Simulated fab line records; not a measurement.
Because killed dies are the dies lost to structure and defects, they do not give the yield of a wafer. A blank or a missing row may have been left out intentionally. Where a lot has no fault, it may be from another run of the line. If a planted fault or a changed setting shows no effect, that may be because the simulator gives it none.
Which tool is to blame? | flow gf180mcu | 14 lots with 42 wafers sampled at 2 steps, on a route of 602 steps

## WHAT EACH GAUGE READ, for each wafer
GF_STI_THK_MEAS_30.
lot  | measured    | on            | STI_OXIDATION_02_THK (nm)
L441 | day 2 16:33 | film_metro-01 | 9.87 9.85 9.80
L442 | day 2 23:55 | film_metro-04 | 10.19 10.19 10.22
L443 | day 3 02:37 | film_metro-04 | 9.72 9.69 9.69
L444 | day 3 07:32 | film_metro-03 | 10.05 10.14 9.87
L445 | day 3 12:46 | film_metro-03 | 10.16 10.18 10.31
L446 | day 3 18:52 | film_metro-03 | 10.23 10.44 10.07
L447 | day 3 22:23 | film_metro-01 | 9.93 10.01 9.81
L448 | day 4 05:31 | film_metro-03 | 9.79 9.92 9.95
L449 | day 4 09:50 | film_metro-01 | 10.26 10.31 10.29
L452 | day 5 01:44 | film_metro-01 | 9.87 10.07 10.03
L453 | day 5 06:55 | film_metro-01 | 11.68 11.73 11.76
L455 | day 5 16:13 | film_metro-04 | 11.36 11.39 11.35
L456 | day 5 21:19 | film_metro-01 | 9.81 9.72 9.86
L461 | day 7 00:51 | film_metro-03 | 9.97 10.02 10.03

## WHAT TOOL EACH LOT RAN ON (gives the tool, then ch and the chambers of the sampled wafers, and finally the start)
lot  | GF_STI_OXIDATION_29
L441 | furnace-01 ch 0, day 2 15:10
L442 | furnace-02 ch 0, day 2 22:31
L443 | furnace-01 ch 0, day 3 01:14
L444 | furnace-02 ch 0, day 3 06:07
L445 | furnace-02 ch 0, day 3 11:22
L446 | furnace-02 ch 0, day 3 17:28
L447 | furnace-01 ch 0, day 3 21:00
L448 | furnace-01 ch 0, day 4 04:07
L449 | furnace-02 ch 0, day 4 08:26
L452 | furnace-01 ch 0, day 5 00:20
L453 | furnace-02 ch 0, day 5 05:31
L455 | furnace-02 ch 0, day 5 14:49
L456 | furnace-01 ch 0, day 5 19:55
L461 | furnace-01 ch 0, day 6 23:27
- GF_STI_OXIDATION_29: stabilise 600 s, purge 300 s, target thk 10 nm.

## AS READ BY THE TOOLS THEMSELVES (means over the sampled wafers that have a number; for cases with no such wafer, the mark the record gives instead)
The record holds no such reading with a usual standard deviation.

## THE ANSWER, worked out from the rows above alone
Rule: usual is defined by the lots themselves. Put in order of their means at a reading, lots are off if they are a third of the lots or fewer, leave a main group of 4 or more, and stand apart from it by a gap of 3 or more times the standard deviation of the main group's means; of several such gaps the widest counts. The tables above print the reading to a certain number of digits; a main group whose means all agree to those digits is not used. A lot without any number at a reading at which 4 lots or more have one is off too. All remaining lots with rows at the step are treated as sound. First the gauges in route order, then the tools' own readings, where a lot's mean is used as printed above. At the first step where some lot is off, the reading lying furthest off is the one used; lots without a number count as furthest.
Off: L453, L455, seen at GF_STI_THK_MEAS_30 (STI_OXIDATION_02_THK). Mean 10.01 nm and standard deviation 0.18 in the main group.
If a tool, at a process step before that reading, ran all the lots that are off and no sound lot after the first of them, it fits. Gauges at GF_STI_THK_MEAS_30: tried the same way as those tools. One candidate fits, namely furnace-02 at GF_STI_OXIDATION_29. A fault onset in the window from L449 (day 4 08:26, its last sound lot) to L453 (day 5 05:31, its first lot off) fits.

## WHAT WAS PUT IN BY THE SIMULATOR
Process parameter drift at GF_STI_OXIDATION_29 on furnace-02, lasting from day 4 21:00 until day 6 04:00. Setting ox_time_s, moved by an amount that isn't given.
Struck lots among those shown: L453, L455. The rule above found the same.
